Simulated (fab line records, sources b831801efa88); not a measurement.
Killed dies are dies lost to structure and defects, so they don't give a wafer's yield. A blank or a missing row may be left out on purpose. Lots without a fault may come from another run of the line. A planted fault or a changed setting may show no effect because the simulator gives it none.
fab line records | flow gf180mcu
record lots=5 wafers=15 last_day=33
route steps=602 shown CONTACT@291 M1@315
lots that met no fault: from a run of the same line without faults
start_h: hours from the record's first day to the start of the lot's first wafer shown | wait_h: hours since the lot's step before | " the same as in the row above | L1.1+2: a row that stands for several wafers | - no value, or no start given | * or withheld: withheld | < > ~ a bound
route shown NAME@n: a module of which the file shows steps, and the number in the route of the first | usual: mean/standard deviation of fault-free wafers | same: alike in all rows | chamber/n: place in a boat | sites: the reading at each site | _std_site: their standard deviation | _edge_site: outer sites' mean less inner sites' | radius_mm: how far each site lies from the wafer's centre | mask NAME#n: copy n | behind: the tool/chamber that last shaped the wafer | hold: why the lot was held/for how many hours/how that ended | device: the transistor (n, p or np) that didn't switch | end of line: the same wafers' tests at the end of the route | a step without rows: its recipe alone | killed: dies lost to structure and defects at the first sort, not the wafer's yield | map: a wafer's dies, x killed, . not, _ none there
set.NAME: the setting as run; set.NAME@STEP: as run at that earlier step | model.NAME: the simulator's own value behind a step, which no gauge read
lots at some steps of the route; a table a step, a row a wafer
services: from which hour (start_h, from the record's first day; less than 0 if before it) a tool's chamber was out of use, for how many hours, and why
## steps
# step GF_CONTACT_CMP_04
# recipe material=SiO2 down_force_psi=4 platen_rpm=60 pad_velocity_m_s=0.94248
# usual motor_current_A=11.6/1.1 time_to_endpoint_s=110/4.7
# columns lot.wafer tool chamber start_h wait_h motor_current_A time_to_endpoint_s
L078.4 cmp-02 0 376.18 0.0 10.4 116
L078.1 " 2 " " 11.6 110
L078.5 " 1 " " 13.1 114
L088.2 cmp-02 3 462.55 0.1 11.3 103
L088.3 " 1 " " 13.3 108
L088.6 " 3 " " 11.8 109
L089.3 cmp-02 2 476.09 0.1 11.4 105
L089.4 " 0 " " 10.8 105
L089.6 " 1 " " 13.1 117
L092.4 cmp-02 2 494.77 0.0 11.2 113
L092.5 " 2 " " 12.2 114
L092.6 " 3 " " 11.2 116
L093.4 cmp-01 2 502.28 0.0 12.3 111
L093.2 " 3 " " 10.6 106
L093.5 " 2 " " 12.1 109
# step GF_CONTACT_BOW_MEAS_05
# recipe mode=bow
# usual CONTACT_BOW=66/6.8
# columns lot.wafer tool chamber start_h wait_h CONTACT_BOW[um]
L078.1 film_metro-01 - 376.48 0.1 61
L078.4 " - " " 72
L078.5 " - " " 76
L088.2 film_metro-03 - 462.82 0.2 66
L088.3 " - " " 64
L088.6 " - " " 56
L089.3 film_metro-02 - 476.38 0.2 66
L089.4 " - " " 64
L089.6 " - " " 63
L092.4 film_metro-01 - 495.13 0.3 69
L092.5 " - " " 64
L092.6 " - " " 73
L093.2 film_metro-03 - 502.60 0.2 52
L093.4 " - " " 59
L093.5 " - " " 70
# step GF_CONTACT_DEHYDRATE_06
# recipe temp_c=200 time_s=60
# usual chill_plate_temp_C=23.02/0.11
# columns lot.wafer tool chamber start_h wait_h chill_plate_temp_C
L078.1 litho_track-03 0 387.65 11.2 23.32
L078.4 " 0 " " 23.19
L078.5 " 0 " " 23.07
L088.2 litho_track-04 0 474.60 11.8 23.25
L088.3 " 0 " " 23.17
L088.6 " 0 " " 23.13
L089.3 litho_track-01 0 487.34 10.9 23.02
L089.4 " 0 " " 23.07
L089.6 " 0 " " 23.01
L092.4 litho_track-03 0 505.98 10.8 23.02
L092.5 " 0 " " 22.89
L092.6 " 0 " " 22.86
L093.2 litho_track-03 0 513.68 11.1 22.83
L093.4 " 0 " " 22.79
L093.5 " 0 " " 22.94
# step GF_CONTACT_HMDS_07
# recipe prime_time_s=60 prime_temp_c=120
# usual chill_plate_temp_C=23.04/0.099
# same prime_time_s=60
# columns lot.wafer tool chamber start_h wait_h chill_plate_temp_C
L078.1 litho_track-03 0 387.80 0.1 23.19
L078.4 " 0 " " 22.99
L078.5 " 0 " " 23.02
L088.2 litho_track-04 0 474.75 0.1 23.17
L088.3 " 0 " " 23.23
L088.6 " 0 " " 23.13
L089.3 litho_track-01 0 487.49 0.1 22.97
L089.4 " 0 " " 23.04
L089.6 " 0 " " 22.99
L092.4 litho_track-03 0 506.13 0.1 23.01
L092.5 " 0 " " 23.07
L092.6 " 0 " " 23.04
L093.2 litho_track-03 0 513.83 0.1 22.91
L093.4 " 0 " " 23.14
L093.5 " 0 " " 23.06
# step GF_CONTACT_COAT_08
# recipe resist=BARC temp_c=withheld time_s=withheld spin_rpm=withheld resist_thk_nm=withheld
# usual chill_plate_temp_C=*
# columns lot.wafer tool chamber start_h wait_h chill_plate_temp_C
L078.1 litho_track-03 0 387.95 0.1 *
L078.4 " 0 " " *
L078.5 " 0 " " *
L088.2 litho_track-04 0 474.90 0.1 *
L088.3 " 0 " " *
L088.6 " 0 " " *
L089.3 litho_track-01 0 487.64 0.1 *
L089.4 " 0 " " *
L089.6 " 0 " " *
L092.4 litho_track-03 0 506.28 0.1 *
L092.5 " 0 " " *
L092.6 " 0 " " *
L093.2 litho_track-03 0 513.98 0.1 *
L093.4 " 0 " " *
L093.5 " 0 " " *
# step GF_CONTACT_COAT_09
# recipe resist=KrF spin_rpm=withheld resist_thk_nm=1000
# usual chill_plate_temp_C=23.01/0.11
# columns lot.wafer tool chamber start_h wait_h chill_plate_temp_C
L078.1 litho_track-03 0 - - 22.81
L078.4 " 0 " " 22.84
L078.5 " 0 " " 22.86
L088.2 litho_track-04 0 - - 23.24
L088.3 " 0 " " 23.20
L088.6 " 0 " " 23.18
L089.3 litho_track-01 0 - - 22.89
L089.4 " 0 " " 23.00
L089.6 " 0 " " 23.10
L092.4 litho_track-03 0 - - 23.03
L092.5 " 0 " " 23.02
L092.6 " 0 " " 23.18
L093.2 litho_track-03 0 - - 23.01
L093.4 " 0 " " 22.98
L093.5 " 0 " " 23.03
# step GF_CONTACT_SOFTBAKE_10
# recipe temp_c=130 time_s=60 resist=KrF
# usual chill_plate_temp_C=23.01/0.11
# columns lot.wafer tool chamber start_h wait_h chill_plate_temp_C
L078.1 litho_track-03 0 - - 23.08
L078.4 " 0 " " 23.02
L078.5 " 0 " " 23.05
L088.2 litho_track-04 0 - - 23.02
L088.3 " 0 " " 23.04
L088.6 " 0 " " 23.08
L089.3 litho_track-01 0 - - 22.92
L089.4 " 0 " " 22.88
L089.6 " 0 " " 23.00
L092.4 litho_track-03 0 - - 22.99
L092.5 " 0 " " 23.08
L092.6 " 0 " " 23.03
L093.2 litho_track-03 0 - - 22.99
L093.4 " 0 " " 22.87
L093.5 " 0 " " 22.91
# step GF_CONTACT_EXPOSE_11
# recipe mask_id=Contact target_cd_nm=220 na=0.68 source_shape=conventional sigma_outer=0.6 dose_mj=38
# columns lot.wafer tool chamber start_h wait_h mask
L078.1+4+5 krf_scanner-01 0 - - Contact#0
L088.2+3+6 krf_scanner-01 0 - - Contact#0
L089.3+4+6 krf_scanner-02 0 - - Contact#0
L092.4+5+6 krf_scanner-01 0 - - Contact#0
L093.2+4+5 krf_scanner-01 0 - - Contact#0
# step GF_CONTACT_PEB_12
# recipe peb_temp_c=135 peb_time_s=90 resist=KrF
# usual chill_plate_temp_C=23.02/0.095
# columns lot.wafer tool chamber start_h wait_h chill_plate_temp_C
L078.1 litho_track-03 0 - - 23.00
L078.4 " 0 " " 22.89
L078.5 " 0 " " 23.02
L088.2 litho_track-03 0 - - 22.87
L088.3 " 0 " " 22.96
L088.6 " 0 " " 23.01
L089.3 litho_track-01 0 - - 23.11
L089.4 " 0 " " 23.08
L089.6 " 0 " " 23.09
L092.4 litho_track-04 0 - - 22.94
L092.5 " 0 " " 22.80
L092.6 " 0 " " 22.88
L093.2 litho_track-03 0 - - 22.96
L093.4 " 0 " " 23.03
L093.5 " 0 " " 22.98
# step GF_CONTACT_DEVELOP_13
# recipe develop_time_s=60 resist=KrF dev_temp_c=21
# usual chill_plate_temp_C=23.02/0.1
# columns lot.wafer tool chamber start_h wait_h chill_plate_temp_C
L078.1 litho_track-03 0 399.60 0.2 22.93
L078.4 " 0 " " 22.99
L078.5 " 0 " " 23.05
L088.2 litho_track-03 0 486.83 0.2 22.95
L088.3 " 0 " " 23.03
L088.6 " 0 " " 22.99
L089.3 litho_track-01 0 499.79 0.1 22.95
L089.4 " 0 " " 22.94
L089.6 " 0 " " 23.06
L092.4 litho_track-04 0 518.45 0.1 23.04
L092.5 " 0 " " 22.90
L092.6 " 0 " " 23.04
L093.2 litho_track-03 0 525.88 0.2 23.04
L093.4 " 0 " " 23.07
L093.5 " 0 " " 23.05
# step GF_CONTACT_CD_MEAS_14
# recipe target_cd_nm=220
# usual cd_nm=220.3/1.3
# columns lot.wafer tool chamber start_h wait_h cd_nm
L078.1 cd_sem-02 - 399.75 0.1 221.2
L078.4 " - " " 220.6
L078.5 " - " " 220.2
L088.2 cd_sem-02 - 486.97 0.1 220.7
L088.3 " - " " 221.5
L088.6 " - " " 221.7
L089.3 cd_sem-02 - 499.93 0.1 220.5
L089.4 " - " " 220.8
L089.6 " - " " 220.5
L092.4 cd_sem-02 - 518.58 0.1 220.1
L092.5 " - " " 222.1
L092.6 " - " " 221.2
L093.2 cd_sem-02 - 526.02 0.1 221.6
L093.4 " - " " 220.9
L093.5 " - " " 219.8
# step GF_CONTACT_OVL_MEAS_15
# usual CONTACT_OVL=-4/4.8
# columns lot.wafer tool chamber start_h wait_h CONTACT_OVL[nm]
L078.1 overlay-01 - 399.87 0.1 -9
L078.4 " - " " -12
L078.5 " - " " -7
L088.2 overlay-01 - 487.08 0.1 3
L088.3 " - " " -1
L088.6 " - " " 0
L089.3 overlay-01 - 500.02 0.1 -5
L089.4 " - " " -11
L089.6 " - " " -8
L092.4 overlay-01 - 518.66 0.1 -4
L092.5 " - " " -14
L092.6 " - " " -6
L093.2 overlay-01 - 526.13 0.1 -7
L093.4 " - " " -10
L093.5 " - " " -9
# step GF_CONTACT_ETCH_16
# recipe chemistry=N2/H2 target_depth_a=withheld overetch_a=withheld time_s=withheld target=BARC ion_energy_ev=200 source_w=500 bias_w=100 pressure_mtorr=30 n2_flow_sccm=100 h2_flow_sccm=200
# usual drypump_motor_current_A=5.76/0.3 n2_flow_sccm=99.99/0.3 oes_product_au=0.855/0.0048 throttle_valve_pct=13.225/0.009
# columns lot.wafer tool chamber start_h wait_h drypump_motor_current_A n2_flow_sccm oes_product_au throttle_valve_pct
L078.1 rie_diel-01 0 399.91 0.0 5.69 99.87 0.858 13.215
L078.4 " 2 " " 6.10 99.68 0.865 13.240
L078.5 " 3 " " 5.72 99.97 0.855 13.225
L088.2 rie_diel-01 3 487.11 0.0 5.72 100.34 0.859 13.219
L088.3 " 2 " " 6.08 100.24 0.853 13.219
L088.6 " 1 " " 5.83 99.91 0.854 13.222
L089.3 rie_diel-02 3 500.04 0.0 5.94 99.87 0.849 13.229
L089.4 " 0 " " 5.37 99.95 0.863 13.226
L089.6 " 0 " " 5.36 100.18 0.849 13.231
L092.4 rie_diel-02 2 518.68 0.0 5.76 99.65 0.858 13.221
L092.5 " 1 " " 5.59 99.81 0.856 13.228
L092.6 " 2 " " 5.75 100.15 0.858 13.219
L093.2 rie_diel-02 1 526.16 0.0 5.59 100.14 0.850 13.211
L093.4 " 2 " " 5.77 100.46 0.858 13.226
L093.5 " 0 " " 5.36 99.80 0.855 13.212
# step GF_CONTACT_ETCH_17
# recipe chemistry=C4F8/O2/Ar mask_material=KrF target=SiO2 stop_on=CoSi2 source_w=1500 bias_w=1200 pressure_mtorr=40 c4f8_flow_sccm=withheld O2_flow_sccm=6 Ar_flow_sccm=300 time_s=withheld target_depth_a=8600
# usual oes_product_au=0.815/0.0047
# columns lot.wafer tool chamber start_h wait_h oes_product_au
L078.1 rie_diel-01 0 - - 0.809
L078.4 " 2 " " 0.816
L078.5 " 3 " " 0.808
L088.2 rie_diel-01 3 - - 0.821
L088.3 " 2 " " 0.823
L088.6 " 1 " " 0.813
L089.3 rie_diel-02 3 - - 0.816
L089.4 " 0 " " 0.812
L089.6 " 0 " " 0.816
L092.4 rie_diel-02 2 - - 0.808
L092.5 " 1 " " 0.822
L092.6 " 2 " " 0.818
L093.2 rie_diel-02 1 - - 0.820
L093.4 " 2 " " 0.818
L093.5 " 0 " " 0.814
# step GF_CONTACT_STRIP_18
# recipe chemistry=O2/N2 power_w=1400 pressure_mtorr=1500 platen_temp_c=250 o2_flow_sccm=3000 n2_flow_sccm=300 overash_fraction=0.5
# usual drypump_motor_current_A=5.6/0.33 heater_power_w=356/24 n2_flow_sccm=300.1/0.86 oes_product_au=0.581/0.0054
# columns lot.wafer tool chamber start_h wait_h drypump_motor_current_A heater_power_w n2_flow_sccm oes_product_au rf_hours_counter_h
L078.1 plasma_asher-02 0 400.07 - 5.4 360 298.2 0.582 62
L078.4 " 1 " " 6.1 333 299.1 0.583 -
L078.5 " 0 " " 5.4 362 299.7 0.571 -
L088.2 plasma_asher-04 1 487.27 - 5.6 357 298.9 0.587 37
L088.3 " 1 " " 5.6 353 301.3 0.581 -
L088.6 " 1 " " 5.6 364 300.9 0.591 -
L089.3 plasma_asher-04 1 500.24 - 5.6 360 301.4 0.579 -
L089.4 " 0 " " 5.7 409 301.9 0.585 -
L089.6 " 1 " " 5.6 362 299.9 0.582 -
L092.4 plasma_asher-01 0 518.88 - 5.1 357 299.5 0.582 -
L092.5 " 0 " " 5.1 351 299.9 0.575 -
L092.6 " 1 " " 5.7 331 300.8 0.579 -
L093.2 plasma_asher-02 0 526.32 - 5.4 359 300.0 0.583 75
L093.4 " 0 " " 5.4 358 298.6 0.587 -
L093.5 " 1 " " 6.1 341 300.6 0.587 -
# step GF_CONTACT_CLEAN_19
# recipe chemistry=SPM
# columns lot.wafer tool chamber start_h wait_h
L078.1+4+5 wet_bench-02 1 400.17 0.1
L088.2+3+6 wet_bench-04 3 487.37 0.1
L089.3+4+6 wet_bench-03 2 500.30 0.0
L092.4+5+6 wet_bench-02 0 518.94 0.0
L093.2+4+5 wet_bench-04 0 526.42 0.1
# step GF_CONTACT_CLEAN_20
# recipe chemistry=DIW
# columns lot.wafer tool chamber start_h wait_h
L078.1+4+5 wet_bench-02 3 400.26 0.0
L088.2+3+6 wet_bench-03 2 487.46 0.0
L089.3+4+6 wet_bench-02 0 500.40 0.0
L092.4+5+6 wet_bench-04 3 519.03 0.0
L093.2+4+5 wet_bench-02 3 526.51 0.0
# step GF_CONTACT_CLEAN_21
# recipe chemistry=dHF time_s=20 dilution=100:1 dry=ipa_marangoni
# columns lot.wafer tool chamber start_h wait_h
L078.1+4+5 wet_bench-03 2 400.36 0.0
L088.2+3+6 wet_bench-04 3 487.55 0.0
L089.3+4+6 wet_bench-03 3 500.49 0.0
L092.4+5+6 wet_bench-03 1 519.13 0.0
L093.2+4+5 wet_bench-03 1 526.60 0.0
# step GF_CONTACT_SPUTTER_22
# recipe material=Ti target_thk_nm=15 chamber_pressure_pa=5 power_w=2500 substrate_temp_c=200 time_s=80.02
# usual cathode_dc_power_W=2500.0/0.45 throttle_valve_pct=29.8/1.2
# columns lot.wafer tool chamber start_h wait_h cathode_dc_power_W throttle_valve_pct
L078.1 pvd_sputter-04 - 400.37 0.0 2500.5 27.5
L078.4 " - " " 2500.6 30.6
L078.5 " - " " 2500.5 30.5
L088.2 pvd_sputter-02 - 487.57 0.0 2499.8 30.0
L088.3 " - " " 2499.1 30.7
L088.6 " - " " 2500.7 29.9
L089.3 pvd_sputter-04 - 500.50 0.0 2500.4 27.1
L089.4 " - " " 2500.2 30.3
L089.6 " - " " 2500.7 30.3
L092.4 pvd_sputter-02 - 519.14 0.0 2500.4 29.7
L092.5 " - " " 2499.6 29.9
L092.6 " - " " 2499.6 30.2
L093.2 pvd_sputter-01 - 526.62 0.0 2500.0 27.4
L093.4 " - " " 2500.5 30.8
L093.5 " - " " 2500.2 28.4
# step GF_CONTACT_SPUTTER_23
# recipe material=TiN target_thk_nm=10 chamber_pressure_pa=5 power_w=4000 time_s=40
# usual cathode_dc_power_W=4000.0/0.76 throttle_valve_pct=29.8/1.2
# columns lot.wafer tool chamber start_h wait_h cathode_dc_power_W throttle_valve_pct
L078.1 pvd_sputter-04 - 400.43 0.0 4000.3 27.2
L078.4 " - " " 4000.2 30.9
L078.5 " - " " 3999.3 30.7
L088.2 pvd_sputter-02 - 487.63 0.0 3999.2 30.0
L088.3 " - " " 4000.4 30.5
L088.6 " - " " 3999.8 29.8
L089.3 pvd_sputter-04 - 500.56 0.0 4000.2 26.9
L089.4 " - " " 3999.4 30.3
L089.6 " - " " 4000.3 30.5
L092.4 pvd_sputter-02 - 519.20 0.0 3999.5 29.8
L092.5 " - " " 4000.8 30.2
L092.6 " - " " 4001.1 30.3
L093.2 pvd_sputter-01 - 526.68 0.0 4001.4 27.3
L093.4 " - " " 3999.2 30.6
L093.5 " - " " 4000.9 28.9
# step GF_CONTACT_CVD_24
# recipe material=W target_thk_nm=300 time_s=90.339 temp_c=400 pressure_torr=40
# usual chamber_pressure_Torr=39.98/0.099 heater_power_outer_w=520/53 heater_power_w=880/110
# columns lot.wafer tool chamber start_h wait_h chamber_pressure_Torr heater_power_outer_w heater_power_w
L078.1 cvd_w-02 1 400.47 0.0 40.11 478 771
L078.4 " 1 " " 39.97 463 759
L078.5 " 1 " " 39.95 474 749
L088.2 cvd_w-01 0 487.67 0.0 39.87 615 1013
L088.3 " 0 " " 40.03 607 1058
L088.6 " 1 " " 40.01 498 864
L089.3 cvd_w-01 0 500.64 0.1 40.15 606 1031
L089.4 " 1 " " 39.84 509 866
L089.6 " 1 " " 39.77 511 862
L092.4 cvd_w-01 0 519.27 0.1 40.06 583 1021
L092.5 " 0 " " 40.01 592 1036
L092.6 " 1 " " 40.00 506 902
L093.2 cvd_w-01 1 526.72 0.0 39.94 508 915
L093.4 " 0 " " 40.07 602 1036
L093.5 " 1 " " 40.05 514 835
# step GF_CONTACT_RS_MEAS_25
# recipe thk_meas_gauge=four-point-probe reads=W_of_CONTACT_CVD_24+TiN_of_CONTACT_SPUTTER_23+Ti_of_CONTACT_SPUTTER_22
# usual CONTACT_W_RS=0.383/0.0047
# columns lot.wafer tool chamber start_h wait_h CONTACT_W_RS[ohm/sq]
L078.1 film_metro-02 - 400.67 0.2 0.384
L078.4 " - " " 0.387
L078.5 " - " " 0.388
L088.2 film_metro-02 - 487.79 0.1 0.391
L088.3 " - " " 0.389
L088.6 " - " " 0.388
L089.3 film_metro-02 - 500.74 0.1 0.388
L089.4 " - " " 0.384
L089.6 " - " " 0.382
L092.4 film_metro-01 - 519.40 0.1 0.382
L092.5 " - " " 0.383
L092.6 " - " " 0.375
L093.2 film_metro-01 - 526.84 0.1 0.378
L093.4 " - " " 0.381
L093.5 " - " " 0.375
# step GF_CONTACT_THK_MEAS_26
# recipe thk_meas_gauge=xrf reads=W_of_CONTACT_CVD_24
# usual CONTACT_W_THK=297/4.4
# columns lot.wafer tool chamber start_h wait_h CONTACT_W_THK[nm]
L078.1 film_metro-02 - 400.79 0.1 298
L078.4 " - " " 297
L078.5 " - " " 296
L088.2 film_metro-02 - 487.90 0.1 293
L088.3 " - " " 293
L088.6 " - " " 294
L089.3 film_metro-02 - 500.84 0.1 295
L089.4 " - " " 298
L089.6 " - " " 300
L092.4 film_metro-01 - 519.49 0.1 296
L092.5 " - " " 294
L092.6 " - " " 303
L093.2 film_metro-01 - 526.95 0.1 299
L093.4 " - " " 298
L093.5 " - " " 301
# step GF_CONTACT_CMP_27
# recipe stop_on=SiO2 down_force_psi=3.5 platen_rpm=60 t_overpolish_s=15 target_thk_nm=0 pad_velocity_m_s=0.94248
# usual motor_current_A=10.6/0.98 overpolish_run_s=15.000/0.009 time_to_endpoint_s=72.6/2.3
# columns lot.wafer tool chamber start_h wait_h motor_current_A overpolish_run_s time_to_endpoint_s
L078.4 cmp-01 2 400.85 0.0 10.3 14.996 74.1
L078.1 " 3 " " 10.6 14.999 75.3
L078.5 " 3 " " 10.6 15.001 73.4
L088.2 cmp-01 3 487.95 0.0 10.0 15.000 71.6
L088.3 " 1 " " 8.5 15.006 70.6
L088.6 " 3 " " 10.2 14.994 73.6
L089.3 cmp-02 0 500.88 0.0 9.4 14.992 73.0
L089.4 " 2 " " 9.9 14.998 72.7
L089.6 " 1 " " 12.4 15.012 72.8
L092.4 cmp-01 1 519.57 0.1 9.7 14.998 73.0
L092.5 " 0 " " 11.8 14.998 73.1
L092.6 " 1 " " 8.9 14.997 71.1
L093.4 cmp-01 0 527.00 0.0 12.2 14.999 70.7
L093.2 " 2 " " 10.4 15.015 73.1
L093.5 " 1 " " 9.1 15.011 74.4
# step GF_M1_SPUTTER_00
# recipe material=Ti target_thk_nm=37.5 arriving_ion_energy_ev=80 substrate_temp_c=200 chamber_pressure_pa=2 power_w=4000 time_s=150
# usual cathode_dc_power_W=4000.0/0.71 throttle_valve_pct=29.8/1.2
# columns lot.wafer tool chamber start_h wait_h cathode_dc_power_W throttle_valve_pct
L078.1 pvd_sputter-03 - 401.15 0.2 3999.2 28.9
L078.4 " - " " 4001.3 31.4
L078.5 " - " " 4000.9 31.1
L088.2 pvd_sputter-01 - 488.25 0.2 4000.3 28.8
L088.3 " - " " 4000.6 31.3
L088.6 " - " " 3999.6 30.6
L089.3 pvd_sputter-01 - 501.18 0.2 3999.7 27.6
L089.4 " - " " 4001.5 28.9
L089.6 " - " " 4000.5 30.6
L092.4 pvd_sputter-03 - 519.82 0.2 3999.8 28.1
L092.5 " - " " 3999.4 31.0
L092.6 " - " " 4000.5 29.0
L093.2 pvd_sputter-02 - 527.30 0.1 4000.2 30.4
L093.4 " - " " 4001.4 29.9
L093.5 " - " " 3999.5 30.6
# step GF_M1_SPUTTER_01
# recipe material=TiN target_thk_nm=30 power_w=6500 time_s=25 chamber_pressure_pa=0.4
# usual cathode_dc_power_W=6500.3/1.1 throttle_valve_pct=29.8/1.2
# columns lot.wafer tool chamber start_h wait_h cathode_dc_power_W throttle_valve_pct
L078.1 pvd_sputter-03 - 401.25 0.1 6499.9 28.9
L078.4 " - " " 6501.5 31.3
L078.5 " - " " 6499.0 31.1
L088.2 pvd_sputter-01 - 488.35 0.1 6499.4 28.8
L088.3 " - " " 6499.2 31.2
L088.6 " - " " 6498.9 30.7
L089.3 pvd_sputter-01 - 501.28 0.1 6501.4 27.6
L089.4 " - " " 6500.8 28.8
L089.6 " - " " 6502.0 30.6
L092.4 pvd_sputter-03 - 519.92 0.1 6499.7 28.2
L092.5 " - " " 6501.5 31.2
L092.6 " - " " 6499.5 29.1
L093.2 pvd_sputter-02 - 527.41 0.1 6499.6 30.4
L093.4 " - " " 6500.4 30.1
L093.5 " - " " 6501.4 30.6
# step GF_M1_SPUTTER_02
# recipe material=AlCu target_thk_nm=450 power_w=10600 time_s=23.9 chamber_pressure_pa=0.4
# usual cathode_dc_power_W=10600/1.8 throttle_valve_pct=29.8/1.2
# columns lot.wafer tool chamber start_h wait_h cathode_dc_power_W throttle_valve_pct
L078.1 pvd_sputter-03 - 401.28 0.0 10599 28.9
L078.4 " - " " 10600 31.2
L078.5 " - " " 10601 31.0
L088.2 pvd_sputter-01 - 488.38 0.0 10602 28.6
L088.3 " - " " 10599 31.3
L088.6 " - " " 10600 30.6
L089.3 pvd_sputter-01 - 501.31 0.0 10603 27.3
L089.4 " - " " 10600 28.5
L089.6 " - " " 10600 30.8
L092.4 pvd_sputter-03 - 519.95 0.0 10601 28.4
L092.5 " - " " 10600 31.3
L092.6 " - " " 10602 28.9
L093.2 pvd_sputter-02 - 527.44 0.0 10598 30.3
L093.4 " - " " 10601 30.0
L093.5 " - " " 10601 30.4
# step GF_M1_SPUTTER_03
# recipe material=Ti target_thk_nm=10 substrate_temp_c=300 chamber_pressure_pa=0.3 power_w=3000 time_s=6.7
# usual cathode_dc_power_W=3000.0/0.44 throttle_valve_pct=29.8/1.2
# columns lot.wafer tool chamber start_h wait_h cathode_dc_power_W throttle_valve_pct
L078.1 pvd_sputter-03 - 401.31 0.0 3000.1 28.6
L078.4 " - " " 2999.6 31.2
L078.5 " - " " 3000.3 31.0
L088.2 pvd_sputter-01 - 488.41 0.0 3000.3 28.8
L088.3 " - " " 2999.8 31.0
L088.6 " - " " 2999.7 30.6
L089.3 pvd_sputter-01 - 501.34 0.0 2999.7 27.5
L089.4 " - " " 3000.2 28.8
L089.6 " - " " 2999.9 30.7
L092.4 pvd_sputter-03 - 519.98 0.0 2999.8 28.5
L092.5 " - " " 3000.1 31.2
L092.6 " - " " 3000.5 28.9
L093.2 pvd_sputter-02 - 527.47 0.0 2999.7 30.6
L093.4 " - " " 3000.5 30.0
L093.5 " - " " 2999.7 30.6
# step GF_M1_SPUTTER_04
# recipe material=TiN target_thk_nm=50 power_w=6500 time_s=41.7 chamber_pressure_pa=0.4
# usual cathode_dc_power_W=6500.0/1.1 throttle_valve_pct=29.8/1.2
# columns lot.wafer tool chamber start_h wait_h cathode_dc_power_W throttle_valve_pct
L078.1 pvd_sputter-03 - 401.33 0.0 6497.8 28.8
L078.4 " - " " 6501.7 31.2
L078.5 " - " " 6502.0 31.2
L088.2 pvd_sputter-01 - 488.43 0.0 6499.7 28.7
L088.3 " - " " 6499.7 31.3
L088.6 " - " " 6499.3 30.6
L089.3 pvd_sputter-01 - 501.36 0.0 6499.2 27.6
L089.4 " - " " 6498.7 28.6
L089.6 " - " " 6500.2 30.4
L092.4 pvd_sputter-03 - 520.00 0.0 6498.7 28.4
L092.5 " - " " 6500.5 31.3
L092.6 " - " " 6499.6 28.9
L093.2 pvd_sputter-02 - 527.49 0.0 6500.2 30.4
L093.4 " - " " 6501.4 30.0
L093.5 " - " " 6499.9 30.7
# step GF_M1_RS_MEAS_05
# recipe thk_meas_gauge=four-point-probe reads=TiN_of_M1_SPUTTER_04+Ti_of_M1_SPUTTER_03+AlCu_of_M1_SPUTTER_02+TiN_of_M1_SPUTTER_01+Ti_of_M1_SPUTTER_00
# usual M1_ALCU_RS=0.0698/0.00062
# columns lot.wafer tool chamber start_h wait_h M1_ALCU_RS[ohm/sq]
L078.1 film_metro-02 - 401.37 0.0 0.0705
L078.4 " - " " 0.0697
L078.5 " - " " 0.0694
L088.2 film_metro-02 - 488.49 0.0 0.0706
L088.3 " - " " 0.0702
L088.6 " - " " 0.0703
L089.3 film_metro-04 - 501.44 0.1 0.0697
L089.4 " - " " 0.0708
L089.6 " - " " 0.0710
L092.4 film_metro-02 - 520.10 0.1 0.0703
L092.5 " - " " 0.0698
L092.6 " - " " 0.0706
L093.2 film_metro-04 - 527.56 0.0 0.0703
L093.4 " - " " 0.0702
L093.5 " - " " 0.0693
# step GF_M1_THK_MEAS_06
# recipe thk_meas_gauge=xrf reads=AlCu_of_M1_SPUTTER_02
# usual M1_ALCU_THK=451/4.8
# columns lot.wafer tool chamber start_h wait_h M1_ALCU_THK[nm]
L078.1 film_metro-02 - 401.49 0.1 445
L078.4 " - " " 451
L078.5 " - " " 452
L088.2 film_metro-02 - 488.60 0.1 444
L088.3 " - " " 446
L088.6 " - " " 444
L089.3 film_metro-04 - 501.54 0.1 454
L089.4 " - " " 442
L089.6 " - " " 446
L092.4 film_metro-02 - 520.19 0.1 448
L092.5 " - " " 451
L092.6 " - " " 443
L093.2 film_metro-04 - 527.67 0.1 450
L093.4 " - " " 451
L093.5 " - " " 456
# step GF_M1_DEHYDRATE_07
# recipe temp_c=200 time_s=60
# usual chill_plate_temp_C=22.97/0.093
# columns lot.wafer tool chamber start_h wait_h chill_plate_temp_C
L078.1 litho_track-03 0 412.60 11.1 23.10
L078.4 " 0 " " 23.05
L078.5 " 0 " " 22.92
L088.2 litho_track-03 0 500.18 11.6 22.97
L088.3 " 0 " " 23.02
L088.6 " 0 " " 22.91
L089.3 litho_track-04 0 512.17 10.6 22.83
L089.4 " 0 " " 22.82
L089.6 " 0 " " 22.80
L092.4 litho_track-04 0 530.95 10.7 22.97
L092.5 " 0 " " 22.92
L092.6 " 0 " " 22.90
L093.2 litho_track-02 0 538.24 10.6 22.95
L093.4 " 0 " " 23.04
L093.5 " 0 " " 23.01
# step GF_M1_HMDS_08
# recipe prime_time_s=60 prime_temp_c=120
# usual chill_plate_temp_C=23.02/0.1
# same prime_time_s=60
# columns lot.wafer tool chamber start_h wait_h chill_plate_temp_C
L078.1 litho_track-03 0 412.75 0.1 22.82
L078.4 " 0 " " 22.93
L078.5 " 0 " " 22.87
L088.2 litho_track-03 0 500.33 0.1 23.00
L088.3 " 0 " " 23.02
L088.6 " 0 " " 23.01
L089.3 litho_track-04 0 512.32 0.1 23.14
L089.4 " 0 " " 23.03
L089.6 " 0 " " 22.99
L092.4 litho_track-04 0 531.10 0.1 22.89
L092.5 " 0 " " 23.07
L092.6 " 0 " " 22.96
L093.2 litho_track-02 0 538.39 0.1 23.24
L093.4 " 0 " " 23.03
L093.5 " 0 " " 22.97
## services
# columns tool chamber start_h hours kind
krf_scanner-01 - 358.90 0.8 pm
cmp-01 - 362.63 4.3 pm
cmp-01 - 368.71 1.1 repair
rie_diel-01 1 380.77 17.3 repair
cmp-01 - 380.93 2.7 repair
wet_bench-04 - 387.98 1.9 pm
pvd_sputter-02 - 401.15 5.3 repair
cmp-01 - 404.00 4.0 pm
pvd_sputter-01 - 414.34 1.9 repair
wet_bench-02 - 416.66 3.0 repair
pvd_sputter-03 - 417.67 23.2 repair
cmp-01 - 446.25 4.7 repair
pvd_sputter-03 - 458.79 3.7 repair
pvd_sputter-03 - 460.62 4.5 repair
cmp-02 - 461.57 0.9 repair
cmp-01 - 467.97 14.4 pm
rie_diel-02 - 473.14 15.6 pm
rie_diel-02 3 488.89 6.3 repair
cmp-02 - 502.33 0.8 repair
cmp-01 - 506.79 0.5 repair
cmp-02 - 509.57 4.8 repair
cmp-01 - 522.55 2.2 repair
cmp-02 - 524.00 1.4 repair
pvd_sputter-02 - 532.31 4.7 repair
## key
fault none
